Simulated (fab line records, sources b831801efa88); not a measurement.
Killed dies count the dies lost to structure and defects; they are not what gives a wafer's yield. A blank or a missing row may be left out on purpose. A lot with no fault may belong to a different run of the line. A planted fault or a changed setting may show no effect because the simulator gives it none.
fab line records | flow gf180mcu | part 1 of 2: steps 1 to 31 of 41
[record] lots = 5 | wafers = 15 | lastDay = 32
route steps=602 shown PSD@248 NSD@262 SAB@264 SALICIDE@278 CONTACT@287
lots that met no fault: from a run of the same line without faults
startH: start of the lot's first displayed wafer, in hours after the record's first day | waitH: how many hours have passed since the lot's step before this one | " identical to the entry in the row above | L1.1+2: a single row standing in for several wafers | - either no value or no given start | * or withheld: withheld | < > ~ a bound
route shown NAME@n: names a module that has steps shown in the file, with the first one's number in the route | usual: the fault-free wafers' mean and standard deviation | same: alike in all rows | chamber/n: place in a boat | sites: readings site by site | _std_site: standard deviation of those values | _edge_site: outer sites' mean less inner sites' | radiusMm: for every site, how far away it sits from the centre of the wafer | mask NAME#n: copy n | behind: the tool/chamber that last shaped the wafer | hold: why the lot was held/for how many hours/how that ended | device: names the non-switching transistor (n, p or np) | end of line: the route-end tests of the same wafers | a step without rows: its recipe alone | killed: count of dies lost to structure and defects at first sort (not the wafer's yield) | map: a wafer's dies, marking killed ones x, the rest . and places with no die _
set.NAME: setting as actually run; set.NAME@STEP: the setting as run at that earlier step | model.NAME: the simulator's own value behind a step, which no gauge read
certain route steps with their lots: each step a table, each wafer a row
services: a tool's chamber out of use, with start hour (startH, from the record's first day; less than 0 if before it), hours out, and reason
[[steps]]
[step GF_PSD_DEHYDRATE_00]
[recipe] tempC = 200 | timeS = 60
lot.wafer  | tool          | chamber | startH | waitH
L074.1+3+5 | lithoTrack-04 | 0       | 301.90 | 9.1
L085.2+3+5 | lithoTrack-02 | 0       | 398.37 | 11.3
L086.1+4+5 | lithoTrack-01 | 0       | 407.96 | 11.5
L087.1+2+3 | lithoTrack-02 | 0       | 419.54 | 11.6
L089.2+4+6 | lithoTrack-01 | 0       | 435.29 | 11.0
[step GF_PSD_HMDS_01]
[recipe] primeTimeS = 60 | primeTempC = 120
lot.wafer  | tool          | chamber | startH | waitH
L074.1+3+5 | lithoTrack-04 | 0       | 302.05 | 0.1
L085.2+3+5 | lithoTrack-02 | 0       | 398.52 | 0.1
L086.1+4+5 | lithoTrack-01 | 0       | 408.11 | 0.1
L087.1+2+3 | lithoTrack-02 | 0       | 419.69 | 0.1
L089.2+4+6 | lithoTrack-01 | 0       | 435.44 | 0.1
[step GF_PSD_COAT_02]
[recipe] resist = NOVOLAK | spinRpm = 3000 | resistThkNm = 1000
lot.wafer  | tool          | chamber | startH | waitH
L074.1+3+5 | lithoTrack-04 | 0       | 302.20 | 0.1
L085.2+3+5 | lithoTrack-02 | 0       | 398.67 | 0.1
L086.1+4+5 | lithoTrack-01 | 0       | 408.26 | 0.1
L087.1+2+3 | lithoTrack-02 | 0       | 419.84 | 0.1
L089.2+4+6 | lithoTrack-01 | 0       | 435.59 | 0.1
[step GF_PSD_SOFTBAKE_03]
[recipe] tempC = 90 | timeS = 60 | resist = NOVOLAK
lot.wafer  | tool          | chamber | startH | waitH
L074.1+3+5 | lithoTrack-04 | 0       | 302.35 | 0.1
L085.2+3+5 | lithoTrack-02 | 0       | 398.82 | 0.1
L086.1+4+5 | lithoTrack-01 | 0       | 408.41 | 0.1
L087.1+2+3 | lithoTrack-02 | 0       | 419.99 | 0.1
L089.2+4+6 | lithoTrack-01 | 0       | 435.74 | 0.1
[step GF_PSD_EXPOSE_04]
[recipe] maskId = Pplus | targetCdNm = 400 | na = 0.6 | sourceShape = conventional | sigmaOuter = 0.6 | doseMj = 140
lot.wafer  | tool            | chamber | startH | waitH | mask
L074.1+3+5 | ilineStepper-02 | 0       | -      | -     | Pplus#0
L085.2+3+5 | ilineStepper-01 | 0       | -      | -     | Pplus#0
L086.1+4+5 | ilineStepper-01 | 0       | -      | -     | Pplus#0
L087.1+2+3 | ilineStepper-02 | 0       | -      | -     | Pplus#0
L089.2+4+6 | ilineStepper-01 | 0       | -      | -     | Pplus#0
[step GF_PSD_PEB_05]
[recipe] tempC = withheld | timeS = * | resist = NOVOLAK
lot.wafer  | tool          | chamber | startH | waitH
L074.1+3+5 | lithoTrack-02 | 0       | -      | -
L085.2+3+5 | lithoTrack-02 | 0       | -      | -
L086.1+4+5 | lithoTrack-04 | 0       | -      | -
L087.1+2+3 | lithoTrack-02 | 0       | -      | -
L089.2+4+6 | lithoTrack-04 | 0       | -      | -
[step GF_PSD_DEVELOP_06]
[recipe] developTimeS = 60 | devTempC = 23
lot.wafer  | tool          | chamber | startH | waitH
L074.1+3+5 | lithoTrack-02 | 0       | 312.25 | 0.1
L085.2+3+5 | lithoTrack-02 | 0       | 410.67 | 0.1
L086.1+4+5 | lithoTrack-04 | 0       | 420.15 | 0.1
L087.1+2+3 | lithoTrack-02 | 0       | 431.49 | 0.1
L089.2+4+6 | lithoTrack-04 | 0       | 447.57 | 0.1
[step GF_PSD_CD_MEAS_07]
[recipe] targetCdNm = 400
[usual] cdNm = 400.5/2.4
lot.wafer | tool     | chamber | startH | waitH | cdNm
L074.1    | cdSem-02 | -       | 312.40 | 0.1   | 399.9
L074.3    | "        | -       | "      | "     | 401.9
L074.5    | "        | -       | "      | "     | 399.1
L085.2    | cdSem-01 | -       | 410.81 | 0.1   | 402.2
L085.3    | "        | -       | "      | "     | 402.2
L085.5    | "        | -       | "      | "     | 401.4
L086.1    | cdSem-02 | -       | 420.30 | 0.1   | 397.0
L086.4    | "        | -       | "      | "     | 394.9
L086.5    | "        | -       | "      | "     | 394.9
L087.1    | cdSem-01 | -       | 431.64 | 0.1   | 397.8
L087.2    | "        | -       | "      | "     | 396.7
L087.3    | "        | -       | "      | "     | 398.2
L089.2    | cdSem-01 | -       | 447.72 | 0.1   | 404.6
L089.4    | "        | -       | "      | "     | 404.8
L089.6    | "        | -       | "      | "     | 403.0
[step GF_PSD_OVL_MEAS_08]
[usual] PSD_OVL = 0.8/1.3
lot.wafer | tool       | chamber | startH | waitH | PSD_OVL[nm]
L074.1    | overlay-02 | -       | 312.52 | 0.1   | 1.1
L074.3    | "          | -       | "      | "     | 0.7
L074.5    | "          | -       | "      | "     | 1.2
L085.2    | overlay-01 | -       | 410.92 | 0.1   | -0.2
L085.3    | "          | -       | "      | "     | 1.0
L085.5    | "          | -       | "      | "     | 1.5
L086.1    | overlay-02 | -       | 420.42 | 0.1   | 0.9
L086.4    | "          | -       | "      | "     | 0.4
L086.5    | "          | -       | "      | "     | 0.0
L087.1    | overlay-01 | -       | 431.76 | 0.1   | -1.2
L087.2    | "          | -       | "      | "     | -0.9
L087.3    | "          | -       | "      | "     | -1.3
L089.2    | overlay-01 | -       | 447.82 | 0.1   | 2.1
L089.4    | "          | -       | "      | "     | 1.0
L089.6    | "          | -       | "      | "     | 2.8
[step GF_PSD_IMPLANT_09]
[recipe] species = BF2 | energyKev = 40 | doseCm2 = 1.5e+15 | tiltDeg = 7
lot.wafer  | tool         | chamber | startH | waitH
L074.1+3+5 | implanter-02 | 0       | 312.55 | 0.0
L085.2+3+5 | implanter-02 | 0       | 410.97 | 0.0
L086.1+4+5 | implanter-02 | 0       | 420.46 | 0.0
L087.1+2+3 | implanter-02 | 0       | 431.80 | 0.0
L089.2+4+6 | implanter-04 | 0       | 447.88 | 0.0
[step GF_PSD_STRIP_10]
[recipe] chemistry = O2/N2 | powerW = 1400 | pressureMtorr = 1500 | platenTempC = 250 | o2FlowSccm = 3000 | n2FlowSccm = 300 | overashFraction = 0.5
[usual] drypumpMotorCurrentA = 5.8/0.32 | heaterPowerW = 338/41 | oesProductAu = 0.592/0.0045 | stripTimeToEndpointS = 16.54/0.045
lot.wafer | tool           | chamber | startH | waitH | drypumpMotorCurrentA | heaterPowerW | oesProductAu | rfHoursCounterH | stripTimeToEndpointS
L074.1    | plasmaAsher-02 | 1       | 312.70 | 0.1   | 6.0                  | 341          | 0.590        | 67              | 16.55
L074.3    | "              | 1       | "      | "     | 6.0                  | 353          | 0.595        | -               | 16.52
L074.5    | "              | 0       | "      | "     | 6.0                  | 286          | 0.595        | -               | 16.52
L085.2    | plasmaAsher-03 | 1       | 411.10 | 0.1   | 6.3                  | 407          | 0.599        | 31              | 16.57
L085.3    | "              | 1       | "      | "     | 6.3                  | 416          | 0.587        | -               | 16.54
L085.5    | "              | 1       | "      | "     | 6.3                  | 400          | 0.601        | -               | 16.55
L086.1    | plasmaAsher-02 | 0       | 420.61 | 0.1   | 6.0                  | 281          | 0.598        | 79              | 16.50
L086.4    | "              | 0       | "      | "     | 6.0                  | 287          | 0.588        | -               | 16.53
L086.5    | "              | 1       | "      | "     | 6.0                  | 342          | 0.589        | -               | 16.53
L087.1    | plasmaAsher-02 | 1       | 431.95 | 0.1   | 6.0                  | 344          | 0.592        | 81              | 16.62
L087.2    | "              | 0       | "      | "     | 6.0                  | 281          | 0.591        | 81              | 16.62
L087.3    | "              | 1       | "      | "     | 6.0                  | 343          | 0.599        | -               | 16.59
L089.2    | plasmaAsher-01 | 1       | 448.00 | 0.1   | 5.7                  | 307          | 0.596        | 67              | 16.43
L089.4    | "              | 0       | "      | "     | 5.5                  | 376          | 0.587        | -               | 16.49
L089.6    | "              | 0       | "      | "     | 5.5                  | 380          | 0.586        | -               | 16.50
[step GF_PSD_TW_MEAS_11]
[usual] PSD_TW = 3180/18
lot.wafer | tool         | chamber | startH | waitH | PSD_TW
L074.1    | filmMetro-04 | -       | 312.80 | 0.1   | 3173
L074.3    | "            | -       | "      | "     | 3169
L074.5    | "            | -       | "      | "     | 3187
L085.2    | filmMetro-01 | -       | 411.21 | 0.1   | 3194
L085.3    | "            | -       | "      | "     | 3175
L085.5    | "            | -       | "      | "     | 3177
L086.1    | filmMetro-03 | -       | 420.71 | 0.1   | 3125
L086.4    | "            | -       | "      | "     | 3137
L086.5    | "            | -       | "      | "     | 3129
L087.1    | filmMetro-04 | -       | 432.05 | 0.1   | 3183
L087.2    | "            | -       | "      | "     | 3197
L087.3    | "            | -       | "      | "     | 3192
L089.2    | filmMetro-03 | -       | 448.11 | 0.1   | 3146
L089.4    | "            | -       | "      | "     | 3155
L089.6    | "            | -       | "      | "     | 3159
[step GF_PSD_CLEAN_12]
[recipe] chemistry = SC1/SC2 | mix = 1:4:20 | tempC = 70 | timeS = 150 | dry = n2Spin
[usual] bathGuardTempC = 70.1/0.54 | bathHeatDutyPct = 13.2/1.1
lot.wafer | tool        | chamber | startH | waitH | bathGuardTempC | bathHeatDutyPct
L074.1    | wetBench-03 | 3       | 312.86 | 0.1   | 69.3           | 12.3
L074.3    | "           | 3       | "      | "     | 69.1           | 12.7
L074.5    | "           | 3       | "      | "     | 69.9           | 12.1
L085.2    | wetBench-02 | 2       | 411.26 | 0.0   | 70.1           | 13.6
L085.3    | "           | 2       | "      | "     | 69.7           | 14.4
L085.5    | "           | 2       | "      | "     | 70.1           | 12.6
L086.1    | wetBench-01 | 3       | 420.77 | 0.1   | 69.9           | 13.4
L086.4    | "           | 3       | "      | "     | 69.8           | 12.4
L086.5    | "           | 3       | "      | "     | 69.9           | 15.1
L087.1    | wetBench-02 | 3       | 432.11 | 0.1   | 71.3           | 14.2
L087.2    | "           | 3       | "      | "     | 71.0           | 14.1
L087.3    | "           | 3       | "      | "     | 71.3           | 13.0
L089.2    | wetBench-01 | 1       | 448.16 | 0.0   | 70.3           | 13.9
L089.4    | "           | 1       | "      | "     | 70.2           | 14.3
L089.6    | "           | 1       | "      | "     | 70.3           | 14.3
[step GF_PSD_RTA_13]
[recipe] tempC = 1025 | timeS = 20 | ambient = N2
[usual] annealTempCMax = 1031.1/1.2 | lampPowerPct = 35.9/2.5 | wafer_temp_C_max = 1030.2/0.98
lot.wafer | tool         | chamber | startH | waitH | annealTempCMax | lampPowerPct | wafer_temp_C_max
L074.1    | rtpAnneal-02 | 0       | 312.92 | 0.0   | 1032.3         | 34.6         | 1032.2
L074.3    | "            | 0       | "      | "     | 1033.0         | 34.6         | 1030.6
L074.5    | "            | 0       | "      | "     | 1032.7         | 34.6         | 1029.8
L085.2    | rtpAnneal-01 | 0       | 411.32 | 0.0   | 1028.6         | 40.6         | 1030.2
L085.3    | "            | 0       | "      | "     | 1029.3         | 40.7         | 1029.7
L085.5    | "            | 0       | "      | "     | 1030.2         | 40.7         | 1030.0
L086.1    | rtpAnneal-02 | 0       | 420.82 | 0.0   | 1032.4         | 34.6         | 1030.0
L086.4    | "            | 0       | "      | "     | 1031.0         | 34.6         | 1029.2
L086.5    | "            | 0       | "      | "     | 1031.5         | 34.6         | 1031.0
L087.1    | rtpAnneal-02 | 0       | 432.17 | 0.0   | 1032.3         | 34.6         | 1029.9
L087.2    | "            | 0       | "      | "     | 1032.6         | 34.6         | 1032.0
L087.3    | "            | 0       | "      | "     | 1032.1         | 34.7         | 1031.0
L089.2    | rtpAnneal-02 | 0       | 448.23 | 0.0   | 1031.0         | 34.6         | 1030.5
L089.4    | "            | 0       | "      | "     | 1032.2         | 34.6         | 1030.2
L089.6    | "            | 0       | "      | "     | 1031.5         | 34.7         | 1030.1
[step GF_PSD_RS_MEAS_14]
[recipe] thkMeasGauge = four-point-probe
[usual] NSD_RS = 46.15/0.09
lot.wafer | tool         | chamber | startH | waitH | NSD_RS[ohm/sq]
L074.1    | filmMetro-01 | -       | 313.00 | 0.1   | 46.14
L074.3    | "            | -       | "      | "     | 46.14
L074.5    | "            | -       | "      | "     | 46.29
L085.2    | filmMetro-01 | -       | 411.41 | 0.1   | 46.02
L085.3    | "            | -       | "      | "     | 46.10
L085.5    | "            | -       | "      | "     | 46.10
L086.1    | filmMetro-03 | -       | 420.90 | 0.1   | 45.93
L086.4    | "            | -       | "      | "     | 45.99
L086.5    | "            | -       | "      | "     | 45.95
L087.1    | filmMetro-04 | -       | 432.25 | 0.1   | 46.28
L087.2    | "            | -       | "      | "     | 46.26
L087.3    | "            | -       | "      | "     | 46.22
L089.2    | filmMetro-03 | -       | 448.32 | 0.1   | 46.22
L089.4    | "            | -       | "      | "     | 46.14
L089.6    | "            | -       | "      | "     | 46.17
[step GF_PSD_RS_MEAS_15]
[recipe] thkMeasGauge = four-point-probe
[usual] PSD_RS = 108.59/0.28
lot.wafer | tool         | chamber | startH | waitH | PSD_RS[ohm/sq]
L074.1    | filmMetro-01 | -       | 313.12 | 0.1   | 108.56
L074.3    | "            | -       | "      | "     | 108.68
L074.5    | "            | -       | "      | "     | 108.67
L085.2    | filmMetro-01 | -       | 411.53 | 0.1   | 108.25
L085.3    | "            | -       | "      | "     | 108.48
L085.5    | "            | -       | "      | "     | 108.33
L086.1    | filmMetro-03 | -       | 421.02 | 0.1   | 108.04
L086.4    | "            | -       | "      | "     | 108.22
L086.5    | "            | -       | "      | "     | 108.10
L087.1    | filmMetro-04 | -       | 432.37 | 0.1   | 109.05
L087.2    | "            | -       | "      | "     | 108.74
L087.3    | "            | -       | "      | "     | 108.56
L089.2    | filmMetro-03 | -       | 448.44 | 0.1   | 108.98
L089.4    | "            | -       | "      | "     | 108.62
L089.6    | "            | -       | "      | "     | 108.32
[step GF_SAB_CVD_00]
[recipe] material = SiO2 | targetThkNm = 50 | precursor = TEOS | tempC = 400 | timeS = 4.9302 | rfW = 600
[usual] heaterPowerW = 641/110 | susceptorTempC = 400.00/0.23
lot.wafer | tool     | chamber | startH | waitH | heaterPowerW | susceptorTempC
L074.1    | pecvd-04 | 2       | 313.24 | 0.1   | 771          | 399.84
L074.3    | "        | 1       | "      | "     | 529          | 400.06
L074.5    | "        | 0       | "      | "     | 819          | 400.22
L085.2    | pecvd-01 | 1       | 411.63 | 0.1   | 576          | 400.21
L085.3    | "        | 2       | "      | "     | 607          | 400.28
L085.5    | "        | 1       | "      | "     | 576          | 400.01
L086.1    | pecvd-02 | 0       | 421.14 | 0.1   | 514          | 400.24
L086.4    | "        | 2       | "      | "     | 546          | 400.15
L086.5    | "        | 0       | "      | "     | 520          | 400.28
L087.1    | pecvd-01 | 1       | 432.49 | 0.1   | 568          | 399.73
L087.2    | "        | 0       | "      | "     | 642          | 400.32
L087.3    | "        | 2       | "      | "     | 624          | 400.19
L089.2    | pecvd-01 | 0       | 448.54 | 0.1   | 685          | 399.93
L089.4    | "        | 1       | "      | "     | 608          | 399.81
L089.6    | "        | 2       | "      | "     | 586          | 400.50
[step GF_SAB_THK_MEAS_01]
[recipe] reads = SiO2_of_SAB_CVD_00
[usual] SAB_CVD_00_THK = 50.2/0.57
lot.wafer | tool         | chamber | startH | waitH | SAB_CVD_00_THK[nm]
L074.1    | filmMetro-04 | -       | 313.26 | 0.0   | 50.2
L074.3    | "            | -       | "      | "     | 49.6
L074.5    | "            | -       | "      | "     | 50.7
L085.2    | filmMetro-02 | -       | 411.66 | 0.0   | 49.3
L085.3    | "            | -       | "      | "     | 50.0
L085.5    | "            | -       | "      | "     | 50.7
L086.1    | filmMetro-04 | -       | 421.16 | 0.0   | 49.5
L086.4    | "            | -       | "      | "     | 50.8
L086.5    | "            | -       | "      | "     | 50.1
L087.1    | filmMetro-04 | -       | 432.51 | 0.0   | 50.2
L087.2    | "            | -       | "      | "     | 49.9
L087.3    | "            | -       | "      | "     | 50.8
L089.2    | filmMetro-04 | -       | 448.57 | 0.0   | 50.2
L089.4    | "            | -       | "      | "     | 51.0
L089.6    | "            | -       | "      | "     | 51.2
[step GF_SAB_DEHYDRATE_02]
[recipe] tempC = 200 | timeS = 60
lot.wafer  | tool          | chamber | startH | waitH
L074.1+3+5 | lithoTrack-03 | 0       | 322.87 | 9.6
L085.2+3+5 | lithoTrack-02 | 0       | 422.77 | 11.1
L086.1+4+5 | lithoTrack-03 | 0       | 431.96 | 10.8
L087.1+2+3 | lithoTrack-03 | 0       | 444.01 | 11.5
L089.2+4+6 | lithoTrack-01 | 0       | 460.29 | 11.7
[step GF_SAB_HMDS_03]
[recipe] primeTimeS = 60 | primeTempC = 120
lot.wafer  | tool          | chamber | startH | waitH
L074.1+3+5 | lithoTrack-03 | 0       | 323.02 | 0.1
L085.2+3+5 | lithoTrack-02 | 0       | 422.92 | 0.1
L086.1+4+5 | lithoTrack-03 | 0       | 432.11 | 0.1
L087.1+2+3 | lithoTrack-03 | 0       | 444.16 | 0.1
L089.2+4+6 | lithoTrack-01 | 0       | 460.44 | 0.1
[step GF_SAB_COAT_04]
[recipe] resist = NOVOLAK | spinRpm = 3000 | resistThkNm = 1000
lot.wafer  | tool          | chamber | startH | waitH
L074.1+3+5 | lithoTrack-03 | 0       | 323.17 | 0.1
L085.2+3+5 | lithoTrack-02 | 0       | 423.07 | 0.1
L086.1+4+5 | lithoTrack-03 | 0       | 432.26 | 0.1
L087.1+2+3 | lithoTrack-03 | 0       | 444.31 | 0.1
L089.2+4+6 | lithoTrack-01 | 0       | 460.59 | 0.1
[step GF_SAB_SOFTBAKE_05]
[recipe] tempC = 90 | timeS = 60 | resist = NOVOLAK
lot.wafer  | tool          | chamber | startH | waitH
L074.1+3+5 | lithoTrack-03 | 0       | 323.32 | 0.1
L085.2+3+5 | lithoTrack-02 | 0       | 423.22 | 0.1
L086.1+4+5 | lithoTrack-03 | 0       | 432.41 | 0.1
L087.1+2+3 | lithoTrack-03 | 0       | 444.46 | 0.1
L089.2+4+6 | lithoTrack-01 | 0       | 460.74 | 0.1
[step GF_SAB_EXPOSE_06]
[recipe] maskId = SAB | targetCdNm = 420 | na = 0.6 | sourceShape = conventional | sigmaOuter = 0.6 | doseMj = 140
lot.wafer  | tool            | chamber | startH | waitH | mask
L074.1+3+5 | ilineStepper-01 | 0       | -      | -     | SAB#0
L085.2+3+5 | ilineStepper-02 | 0       | -      | -     | SAB#0
L086.1+4+5 | ilineStepper-02 | 0       | -      | -     | SAB#0
L087.1+2+3 | ilineStepper-02 | 0       | -      | -     | SAB#0
L089.2+4+6 | ilineStepper-02 | 0       | -      | -     | SAB#0
[step GF_SAB_PEB_07]
[recipe] tempC = withheld | timeS = * | resist = NOVOLAK
lot.wafer  | tool          | chamber | startH | waitH
L074.1+3+5 | lithoTrack-02 | 0       | -      | -
L085.2+3+5 | lithoTrack-03 | 0       | -      | -
L086.1+4+5 | lithoTrack-02 | 0       | -      | -
L087.1+2+3 | lithoTrack-03 | 0       | -      | -
L089.2+4+6 | lithoTrack-01 | 0       | -      | -
[step GF_SAB_DEVELOP_08]
[recipe] developTimeS = 60 | devTempC = 23
lot.wafer  | tool          | chamber | startH | waitH
L074.1+3+5 | lithoTrack-02 | 0       | 333.89 | 0.1
L085.2+3+5 | lithoTrack-03 | 0       | 434.54 | 0.1
L086.1+4+5 | lithoTrack-02 | 0       | 444.49 | 0.1
L087.1+2+3 | lithoTrack-03 | 0       | 456.46 | 0.1
L089.2+4+6 | lithoTrack-01 | 0       | 472.43 | 0.1
[step GF_SAB_CD_MEAS_09]
[recipe] targetCdNm = 420
[usual] cdNm = 419.7/2.2
lot.wafer | tool     | chamber | startH | waitH | cdNm
L074.1    | cdSem-01 | -       | 334.04 | 0.1   | 419.9
L074.3    | "        | -       | "      | "     | 419.2
L074.5    | "        | -       | "      | "     | 420.6
L085.2    | cdSem-01 | -       | 434.68 | 0.1   | 419.7
L085.3    | "        | -       | "      | "     | 418.7
L085.5    | "        | -       | "      | "     | 416.6
L086.1    | cdSem-01 | -       | 444.64 | 0.1   | 416.6
L086.4    | "        | -       | "      | "     | 417.6
L086.5    | "        | -       | "      | "     | 416.2
L087.1    | cdSem-02 | -       | 456.61 | 0.1   | 414.7
L087.2    | "        | -       | "      | "     | 414.5
L087.3    | "        | -       | "      | "     | 414.5
L089.2    | cdSem-01 | -       | 472.58 | 0.1   | 420.6
L089.4    | "        | -       | "      | "     | 422.2
L089.6    | "        | -       | "      | "     | 420.7
[step GF_SAB_OVL_MEAS_10]
[usual] SAB_OVL = 1.0/1.4
lot.wafer | tool       | chamber | startH | waitH | SAB_OVL[nm]
L074.1    | overlay-02 | -       | 334.16 | 0.1   | 2.1
L074.3    | "          | -       | "      | "     | 1.2
L074.5    | "          | -       | "      | "     | 2.6
L085.2    | overlay-01 | -       | 434.79 | 0.1   | 2.5
L085.3    | "          | -       | "      | "     | 1.9
L085.5    | "          | -       | "      | "     | 2.3
L086.1    | overlay-01 | -       | 444.76 | 0.1   | 2.0
L086.4    | "          | -       | "      | "     | 2.3
L086.5    | "          | -       | "      | "     | 1.8
L087.1    | overlay-01 | -       | 456.73 | 0.1   | -1.6
L087.2    | "          | -       | "      | "     | -1.2
L087.3    | "          | -       | "      | "     | 0.9
L089.2    | overlay-01 | -       | 472.69 | 0.1   | -0.8
L089.4    | "          | -       | "      | "     | -0.8
L089.6    | "          | -       | "      | "     | -1.3
[step GF_SAB_ETCH_11]
[recipe] chemistry = C4F8/O2/Ar | maskMaterial = NOVOLAK | target = SiO2 | targetDepthNm = 55 | sourceW = 1500 | biasW = 1200 | pressureMtorr = 40 | c4f8FlowSccm = withheld | O2_flow_sccm = 6 | Ar_flow_sccm = 300 | timeS = 8.5
[usual] oesProductAu = 1.001/0.0092
lot.wafer | tool       | chamber | startH | waitH | oesProductAu | rfHoursCounterH
L074.1    | rieDiel-02 | 0       | 334.20 | 0.0   | 0.997        | 5
L074.3    | "          | 2       | "      | "     | 1.000        | 5
L074.5    | "          | 2       | "      | "     | 0.992        | -
L085.2    | rieDiel-02 | 2       | 434.82 | 0.0   | 0.991        | 9
L085.3    | "          | 0       | "      | "     | 1.003        | 8
L085.5    | "          | 0       | "      | "     | 0.999        | -
L086.1    | rieDiel-02 | 3       | 444.80 | 0.0   | 0.992        | 0
L086.4    | "          | 1       | "      | "     | 1.018        | 59
L086.5    | "          | 1       | "      | "     | 1.010        | -
L087.1    | rieDiel-02 | 2       | 456.77 | 0.0   | 1.003        | 9
L087.2    | "          | 1       | "      | "     | 1.003        | 60
L087.3    | "          | 0       | "      | "     | 1.002        | 8
L089.2    | rieDiel-02 | 3       | 472.72 | 0.0   | 1.000        | 1
L089.4    | "          | 2       | "      | "     | 1.001        | 9
L089.6    | "          | 3       | "      | "     | 1.001        | -
[step GF_SAB_WET_ETCH_12]
[recipe] chemistry = dHF | targetDepthNm = 22 | dry = n2Spin | target = SiO2 | tempC = 25 | dilution = 100:1 | timeS = 440
[usual] bathHeatDutyPct = 6.4/0.57
lot.wafer | tool        | chamber | startH | waitH | bathHeatDutyPct
L074.1    | wetBench-02 | 0       | 334.22 | 0.0   | 7.3
L074.3    | "           | 0       | "      | "     | 7.1
L074.5    | "           | 0       | "      | "     | 6.7
L085.2    | wetBench-02 | 3       | 434.84 | 0.0   | 7.9
L085.3    | "           | 3       | "      | "     | 6.6
L085.5    | "           | 3       | "      | "     | 6.2
L086.1    | wetBench-01 | 1       | 444.82 | 0.0   | 7.6
L086.4    | "           | 1       | "      | "     | 7.1
L086.5    | "           | 1       | "      | "     | 6.5
L087.1    | wetBench-04 | 3       | 456.79 | 0.0   | 7.7
L087.2    | "           | 3       | "      | "     | 7.5
L087.3    | "           | 3       | "      | "     | 8.0
L089.2    | wetBench-04 | 2       | 472.74 | 0.0   | 5.5
L089.4    | "           | 2       | "      | "     | 6.1
L089.6    | "           | 2       | "      | "     | 6.3
[step GF_SAB_STRIP_13]
[recipe] chemistry = O2/N2 | powerW = 1400 | pressureMtorr = 1500 | platenTempC = 250 | o2FlowSccm = 3000 | n2FlowSccm = 300 | overashFraction = 0.5
[usual] drypumpMotorCurrentA = 5.8/0.48 | heaterPowerW = 345/40 | oesProductAu = 0.710/0.0046 | stripTimeToEndpointS = 12.61/0.032
lot.wafer | tool           | chamber | startH | waitH | drypumpMotorCurrentA | heaterPowerW | oesProductAu | rfHoursCounterH | stripTimeToEndpointS
L074.1    | plasmaAsher-03 | 0       | 334.35 | 0.0   | 5.3                  | 344          | 0.711        | 24              | 12.63
L074.3    | "              | 0       | "      | "     | 5.3                  | 335          | 0.712        | -               | 12.63
L074.5    | "              | 1       | "      | "     | 6.3                  | 414          | 0.710        | -               | 12.63
L085.2    | plasmaAsher-02 | 0       | 434.98 | 0.0   | 6.0                  | 282          | 0.711        | 81              | 12.63
L085.3    | "              | 0       | "      | "     | 6.0                  | 285          | 0.715        | -               | 12.58
L085.5    | "              | 0       | "      | "     | 6.0                  | 280          | 0.710        | -               | 12.64
L086.1    | plasmaAsher-03 | 1       | 444.98 | 0.0   | 6.3                  | 406          | 0.711        | 35              | 12.57
L086.4    | "              | 1       | "      | "     | 6.3                  | 401          | 0.707        | -               | 12.62
L086.5    | "              | 0       | "      | "     | 5.3                  | 341          | 0.710        | -               | 12.59
L087.1    | plasmaAsher-03 | 1       | 456.95 | 0.0   | 6.3                  | 410          | 0.707        | 37              | 12.65
L087.2    | "              | 0       | "      | "     | 5.3                  | 331          | 0.711        | 37              | 12.59
L087.3    | "              | 1       | "      | "     | 6.3                  | 413          | 0.700        | -               | 12.58
L089.2    | plasmaAsher-03 | 1       | 472.87 | 0.0   | 6.3                  | 411          | 0.704        | 38              | 12.57
L089.4    | "              | 0       | "      | "     | 5.3                  | 338          | 0.712        | -               | 12.56
L089.6    | "              | 0       | "      | "     | 5.3                  | 338          | 0.719        | -               | 12.56
[step GF_SALICIDE_CLEAN_00]
[recipe] chemistry = SC1/SC2 | mix = 1:4:20 | tempC = 70 | timeS = 150
[usual] bathGuardTempC = 70.2/0.61 | bathHeatDutyPct = 13.4/1.2
lot.wafer | tool        | chamber | startH | waitH | bathGuardTempC | bathHeatDutyPct
L074.1    | wetBench-04 | 3       | 334.45 | 0.1   | 71.1           | 14.7
L074.3    | "           | 3       | "      | "     | 71.0           | 15.3
L074.5    | "           | 3       | "      | "     | 70.6           | 16.2
L085.2    | wetBench-04 | 2       | 435.08 | 0.1   | 70.3           | 11.3
L085.3    | "           | 2       | "      | "     | 70.5           | 12.0
L085.5    | "           | 2       | "      | "     | 70.8           | 12.5
L086.1    | wetBench-03 | 2       | 445.08 | 0.1   | 69.2           | 13.7
L086.4    | "           | 2       | "      | "     | 69.5           | 13.2
L086.5    | "           | 2       | "      | "     | 69.4           | 12.9
L087.1    | wetBench-04 | 1       | 457.05 | 0.1   | 69.8           | 14.0
L087.2    | "           | 1       | "      | "     | 69.4           | 13.6
L087.3    | "           | 1       | "      | "     | 69.9           | 13.8
L089.2    | wetBench-04 | 3       | 472.97 | 0.1   | 70.8           | 15.6
L089.4    | "           | 3       | "      | "     | 70.7           | 14.7
L089.6    | "           | 3       | "      | "     | 71.1           | 13.9
